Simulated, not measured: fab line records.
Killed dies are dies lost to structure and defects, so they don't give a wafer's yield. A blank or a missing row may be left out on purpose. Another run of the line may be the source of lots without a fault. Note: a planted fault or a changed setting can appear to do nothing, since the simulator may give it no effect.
fab line records    flow sfq_line
record lots=15  wafers=43  last_day=92
route steps=325 shown M1@68 I1@73 M3@131
lots that met no fault: from a run of the same line without faults
start_h: hours from the record's first day to the start of the lot's first wafer shown    wait_h: time in hours since the lot's previous step    " same as the row above    L1.1+2: a single row standing in for several wafers    - either no value or no given start    * or withheld: withheld    < > ~ a bound
route shown NAME@n: NAME is a module with steps in the file, n the number in the route of the first one    usual: mean/standard deviation taken from wafers without a fault    same: alike in all rows    chamber/n: place in a boat    sites: readings site by site    _std_site: how widely they spread, as a standard deviation    _edge_site: the outer-site mean with the inner-site mean subtracted    radius_mm: how far each site lies from the wafer's centre    mask NAME#n: copy n    behind: the last tool/chamber to shape the wafer    hold: why the lot went on hold/how many hours it stayed there/how the hold came to an end    device: names the non-switching transistor (n, p or np)    end of line: the same wafers' tests at the end of the route    a step given without rows: its recipe and nothing more    killed: at the first sort, the dies lost to defects and structure; wafer yield is something else    map: per-die view of a wafer (x killed, . not killed, _ where there is no die)
set.NAME: the setting that was run; set.NAME@STEP: the one run at that earlier step    model.NAME: the simulator's own value behind a step, which no gauge read
steps of the route over a sample of lots; a table a step, a row a wafer
services: a tool's chamber out of use, with start hour (start_h, from the record's first day; less than 0 if before it), hours out, and reason
## steps
# step SFQ_M1_OVL_MEAS_911
# usual M1_OVL=0/4.6
lot.wafer  tool        chamber  start_h  wait_h  M1_OVL[nm]
L295.2     overlay-01  -        297.24   0.1     4
L295.5     "           -        "        "       12
L295.6     "           -        "        "       5
L296.1     overlay-01  -        300.84   0.1     -2
L296.4     "           -        "        "       1
L296.5     "           -        "        "       -3
L297.3     overlay-02  -        305.65   0.1     -1
L297.4     "           -        "        "       -6
L297.6     "           -        "        "       -2
L299.4     overlay-01  -        321.25   0.1     -6
L299.5     "           -        "        "       -2
L299.6     "           -        "        "       -4
L300.2     overlay-01  -        327.24   0.1     -1
L300.4     "           -        "        "       5
L302.2     overlay-01  -        336.84   0.1     4
L302.5     "           -        "        "       -2
L308.3     overlay-02  -        388.40   0.1     -3
L308.5     "           -        "        "       7
L308.6     "           -        "        "       -3
L309.1     overlay-01  -        405.14   0.1     3
L309.2     "           -        "        "       5
L309.5     "           -        "        "       1
L310.2     overlay-02  -        409.94   0.1     -7
L310.3     "           -        "        "       -5
L310.6     "           -        "        "       2
L311.1     overlay-01  -        418.34   0.1     -1
L311.4     "           -        "        "       -2
L311.5     "           -        "        "       1
L312.1     overlay-02  -        423.14   0.1     4
L312.3     "           -        "        "       4
L312.6     "           -        "        "       4
L313.2     overlay-02  -        431.54   0.1     -5
L313.5     "           -        "        "       5
L313.6     "           -        "        "       -1
L314.1     overlay-01  -        435.89   0.1     7
L314.3     "           -        "        "       6
L314.5     "           -        "        "       10
L315.2     overlay-02  -        449.09   0.1     -1
L315.4     "           -        "        "       -1
L315.6     "           -        "        "       5
L316.3     overlay-01  -        456.30   0.1     3
L316.4     "           -        "        "       11
L316.5     "           -        "        "       6
# step SFQ_TRILAYER_M1_ETCH_METAL_ETCH_042
# recipe target=Nb  stop_on=SiO2  mask_material=PR  chemistry=Cl2/Ar  target_depth_nm=240  icp_w=600  bias_w=80  pressure_mtorr=10  time_s=120
# usual chamber_pressure_mTorr=10.000/0.0086  drypump_motor_current_A=5.8/0.33  oes_product_au=0.895/0.0069  run_length_s=148.4/0.78
lot.wafer  tool          chamber  start_h  wait_h  chamber_pressure_mTorr  drypump_motor_current_A  oes_product_au  rf_hours_counter_h  run_length_s
L295.2     rie_metal-02  1        297.33   0.0     10.009                  6.3                      0.878           6                   148.4
L295.5     "             1        "        "       10.001                  6.3                      0.883           -                   148.5
L295.6     "             0        "        "       9.993                   5.5                      0.884           -                   148.3
L296.1     rie_metal-04  1        300.93   0.0     10.011                  6.1                      0.895           168                 148.6
L296.4     "             1        "        "       9.998                   6.1                      0.896           -                   148.7
L296.5     "             0        "        "       10.006                  5.8                      0.915           -                   148.0
L297.3     rie_metal-04  0        305.77   0.1     9.996                   5.8                      0.894           -                   147.5
L297.4     "             1        "        "       9.989                   6.2                      0.979           -                   138.7
L297.6     "             1        "        "       9.998                   6.2                      0.897           -                   148.8
L299.4     rie_metal-01  0        321.37   0.1     10.011                  5.5                      0.905           -                   148.0
L299.5     "             1        "        "       10.004                  5.4                      0.893           -                   148.7
L299.6     "             0        "        "       9.991                   5.5                      0.899           -                   147.5
L300.2     rie_metal-04  0        327.33   0.0     9.995                   5.8                      0.983           16                  138.4
L300.4     "             0        "        "       9.995                   5.8                      0.986           -                   137.9
L302.2     rie_metal-04  0        336.93   0.0     10.003                  5.8                      0.989           17                  137.5
L302.5     "             0        "        "       10.008                  5.8                      0.890           -                   148.0
L308.3     rie_metal-04  1        388.56   0.1     9.997                   6.2                      0.905           -                   152.2
L308.5     "             0        "        "       9.988                   5.8                      0.886           -                   150.5
L308.6     "             1        "        "       9.984                   6.1                      0.891           -                   152.0
L309.1     rie_metal-01  0        405.23   0.0     10.007                  5.5                      0.896           65                  147.7
L309.2     "             1        "        "       10.007                  5.5                      0.894           36                  148.3
L309.5     "             1        "        "       9.990                   5.5                      0.896           -                   148.3
L310.2     rie_metal-02  0        410.03   0.0     9.989                   5.5                      0.893           162                 148.0
L310.3     "             1        "        "       10.004                  6.3                      0.907           -                   148.3
L310.6     "             0        "        "       9.994                   5.5                      0.908           -                   148.3
L311.1     rie_metal-02  0        418.49   0.1     10.002                  5.5                      0.884           165                 147.9
L311.4     "             0        "        "       9.997                   5.5                      0.894           -                   148.2
L311.5     "             0        "        "       10.003                  5.5                      0.890           -                   147.8
L312.1     rie_metal-04  0        423.23   0.0     10.012                  5.8                      0.900           36                  147.5
L312.3     "             0        "        "       9.996                   5.8                      0.906           -                   147.8
L312.6     "             0        "        "       9.998                   5.8                      0.898           -                   147.7
L313.2     rie_metal-02  0        431.73   0.1     10.002                  5.5                      0.900           -                   148.2
L313.5     "             0        "        "       9.999                   5.5                      0.889           -                   147.9
L313.6     "             0        "        "       9.985                   5.5                      0.887           -                   148.4
L314.1     rie_metal-04  1        435.98   0.0     9.998                   6.2                      0.889           4                   149.1
L314.3     "             0        "        "       9.995                   5.8                      0.888           -                   147.5
L314.5     "             1        "        "       9.991                   6.1                      0.900           -                   148.9
L315.2     rie_metal-02  1        449.18   0.0     9.998                   6.3                      0.884           33                  148.2
L315.4     "             1        "        "       10.006                  6.3                      0.887           -                   148.3
L315.6     "             1        "        "       10.006                  6.3                      0.893           -                   148.3
L316.3     rie_metal-04  1        456.42   0.1     10.005                  6.1                      0.885           -                   148.9
L316.4     "             0        "        "       10.001                  5.8                      0.889           -                   148.2
L316.5     "             0        "        "       9.999                   5.8                      0.886           -                   147.9
# step SFQ_TRILAYER_I1_DEP_PECVD_045
# recipe material=SiO2  temp_c=150  time_s=111.11  pressure_torr=2.4  rf_w=183.3  precursor=SiH4/N2O  target_thk_nm=500
# usual heater_power_w=87/17  throttle_valve_pct=23.5/0.98
lot.wafer  tool      chamber  start_h  wait_h  heater_power_w  throttle_valve_pct
L295.2     pecvd-01  2        298.23   0.0     92              23.6
L295.5     "         2        "        "       93              23.5
L295.6     "         0        "        "       83              22.8
L296.1     pecvd-03  1        301.83   0.0     69              22.6
L296.4     "         2        "        "       86              23.1
L296.5     "         0        "        "       69              24.4
L297.3     pecvd-03  2        306.63   0.0     105             23.3
L297.4     "         0        "        "       78              24.5
L297.6     "         2        "        "       87              23.2
L299.4     pecvd-03  0        322.27   0.0     67              24.8
L299.5     "         1        "        "       63              22.3
L299.6     "         2        "        "       98              23.2
L300.2     pecvd-03  1        328.23   0.0     75              22.5
L300.4     "         2        "        "       100             23.3
L302.2     pecvd-03  2        337.83   0.0     86              23.5
L302.5     "         2        "        "       94              23.2
L308.3     pecvd-01  2        389.64   0.0     78              23.6
L308.5     "         0        "        "       73              22.8
L308.6     "         2        "        "       85              24.1
L309.1     pecvd-01  0        406.13   0.0     76              22.7
L309.2     "         2        "        "       89              23.7
L309.5     "         0        "        "       78              22.7
L310.2     pecvd-01  2        410.93   0.0     89              23.6
L310.3     "         0        "        "       72              22.9
L310.6     "         0        "        "       78              22.8
L311.1     pecvd-01  2        420.12   0.0     96              23.5
L311.4     "         0        "        "       69              22.8
L311.5     "         1        "        "       124             23.3
L312.1     pecvd-03  1        424.15   0.0     76              22.5
L312.3     "         2        "        "       92              23.6
L312.6     "         1        "        "       77              22.5
L313.2     pecvd-03  0        433.32   0.0     72              24.7
L313.5     "         1        "        "       78              22.5
L313.6     "         0        "        "       72              25.1
L314.1     pecvd-01  1        436.90   0.0     114             23.5
L314.3     "         2        "        "       94              23.5
L314.5     "         0        "        "       84              22.6
L315.2     pecvd-03  2        450.08   0.0     101             23.8
L315.4     "         0        "        "       66              25.0
L315.6     "         2        "        "       102             23.8
L316.3     pecvd-01  1        457.28   0.0     124             23.4
L316.4     "         1        "        "       109             23.1
L316.5     "         2        "        "       95              23.8
# step SFQ_TRILAYER_M3_STRIP_STRIP_079
# recipe gas=O2  power_w=200  platen_temp_c=40  overash_fraction=0.65  chemistry=O2  pressure_mtorr=50
# usual chamber_pressure_mTorr=50.00/0.05  drypump_motor_current_A=5.8/0.34  oes_product_au=1.003/0.0075
lot.wafer  tool          chamber  start_h  wait_h  chamber_pressure_mTorr  drypump_motor_current_A  oes_product_au  rf_hours_counter_h
L295.2     rie_metal-04  0        872.18   0.1     49.96                   5.8                      1.012           102
L295.5     "             1        "        "       49.98                   6.2                      1.001           -
L295.6     "             0        "        "       49.98                   5.8                      1.007           -
L296.1     rie_metal-01  0        879.16   0.1     50.03                   5.5                      1.010           136
L296.4     "             0        "        "       50.01                   5.5                      1.006           -
L296.5     "             0        "        "       49.99                   5.5                      1.010           -
L297.3     rie_metal-01  0        884.23   0.3     49.92                   5.5                      1.011           -
L297.4     "             1        "        "       50.01                   5.4                      0.995           -
L297.6     "             1        "        "       49.99                   5.4                      0.986           -
L299.4     rie_metal-04  1        904.62   0.2     50.08                   6.2                      1.003           -
L299.5     "             0        "        "       50.08                   5.8                      1.001           -
L299.6     "             1        "        "       49.98                   6.2                      1.007           -
L300.2     rie_metal-01  1        908.02   0.1     50.05                   5.4                      0.995           99
L300.4     "             1        "        "       50.03                   5.4                      1.007           -
L302.2     rie_metal-01  0        915.22   0.1     50.03                   5.5                      1.016           140
L302.5     "             1        "        "       49.99                   5.4                      0.992           -
L308.3     rie_metal-04  0        986.70   0.2     49.96                   5.8                      0.994           -
L308.5     "             0        "        "       49.98                   5.8                      1.004           -
L308.6     "             1        "        "       49.97                   6.1                      1.012           -
L309.1     rie_metal-01  0        1017.84  0.1     49.98                   5.5                      1.008           4
L309.2     "             1        "        "       49.95                   5.5                      0.997           115
L309.5     "             1        "        "       50.12                   5.4                      0.996           -
L310.2     rie_metal-02  1        1023.84  0.1     49.92                   6.3                      1.006           118
L310.3     "             0        "        "       49.99                   5.5                      0.988           -
L310.6     "             1        "        "       50.00                   6.3                      1.005           -
L311.1     rie_metal-02  0        1033.44  0.1     50.05                   5.5                      1.000           59
L311.4     "             0        "        "       50.07                   5.5                      1.005           -
L311.5     "             1        "        "       49.91                   6.3                      1.006           -
L312.1     rie_metal-04  1        1040.64  0.1     50.05                   6.2                      1.007           90
L312.3     "             1        "        "       49.98                   6.1                      1.012           -
L312.6     "             1        "        "       50.04                   6.1                      1.016           -
L313.2     rie_metal-04  0        1056.37  0.1     50.00                   5.8                      1.011           128
L313.5     "             1        "        "       49.99                   6.1                      0.997           -
L313.6     "             0        "        "       50.06                   5.8                      1.000           -
L314.1     rie_metal-01  0        1059.97  0.1     50.03                   5.5                      1.004           9
L314.3     "             1        "        "       49.94                   5.4                      1.005           -
L314.5     "             1        "        "       49.98                   5.5                      1.000           -
L315.2     rie_metal-01  0        1077.97  0.1     49.90                   5.5                      1.010           12
L315.4     "             0        "        "       50.05                   5.5                      1.006           -
L315.6     "             0        "        "       50.05                   5.5                      1.017           -
L316.3     rie_metal-02  0        1085.37  0.2     50.00                   5.5                      0.990           -
L316.4     "             1        "        "       50.09                   6.3                      1.004           -
L316.5     "             0        "        "       50.00                   5.5                      1.012           -
## services
tool          chamber  start_h  hours  kind
rie_metal-01  1        298.77   9.6    repair
pecvd-03      -        336.21   1.2    repair
rie_metal-01  -        351.24   0.1    repair
rie_metal-04  -        361.65   2.7    repair
pecvd-03      0        395.24   5.2    repair
rie_metal-01  -        398.73   1.4    pm
rie_metal-02  1        412.77   21.5   repair
rie_metal-01  1        428.62   4.6    repair
rie_metal-04  -        445.59   0.4    repair
rie_metal-01  -        501.97   2.8    pm
pecvd-03      -        503.05   2.1    repair
pecvd-03      -        543.97   1.4    repair
pecvd-03      1        665.43   13.2   repair
pecvd-03      -        668.48   0.7    repair
rie_metal-01  1        683.72   33.7   repair
rie_metal-02  -        688.64   14.6   pm
rie_metal-01  -        703.58   1.3    repair
pecvd-03      -        778.57   1.3    repair
pecvd-03      -        834.62   0.6    repair
rie_metal-02  0        871.02   13.8   repair
rie_metal-02  1        891.52   1.6    repair
rie_metal-04  -        1038.78  0.9    repair
rie_metal-02  -        1053.20  2.8    pm
rie_metal-01  1        1062.94  5.3    repair
## key
first_sign step=SFQ_TRILAYER_M1_ETCH_METAL_ETCH_042  reading=run_length_s  direction=down  sigmas=13  usual=*  struck=*
effect step=SFQ_TRILAYER_M1_ETCH_METAL_ETCH_042  reading=oes_product_au  direction=up  sigmas=13  usual=0.895  struck=0.984
met_at SFQ_TRILAYER_M1_ETCH_METAL_ETCH_042
struck_lots L297,L300,L302
struck_wafers L297.4,L300.2,L300.4,L302.2
not_acting_at SFQ_M1_OVL_MEAS_911,SFQ_TRILAYER_I1_DEP_PECVD_045,SFQ_TRILAYER_M3_STRIP_STRIP_079
onset_between 300.93 305.77
fault kind=process_parameter_drift  tool=rie_metal-04  chamber=-  onset_h=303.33  steps=SFQ_TRILAYER_M1_ETCH_METAL_ETCH_042  channel=time_s  offset=*  shape=step  end_h=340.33  scope=struck_wafers_only  acts_in=*  stated=*
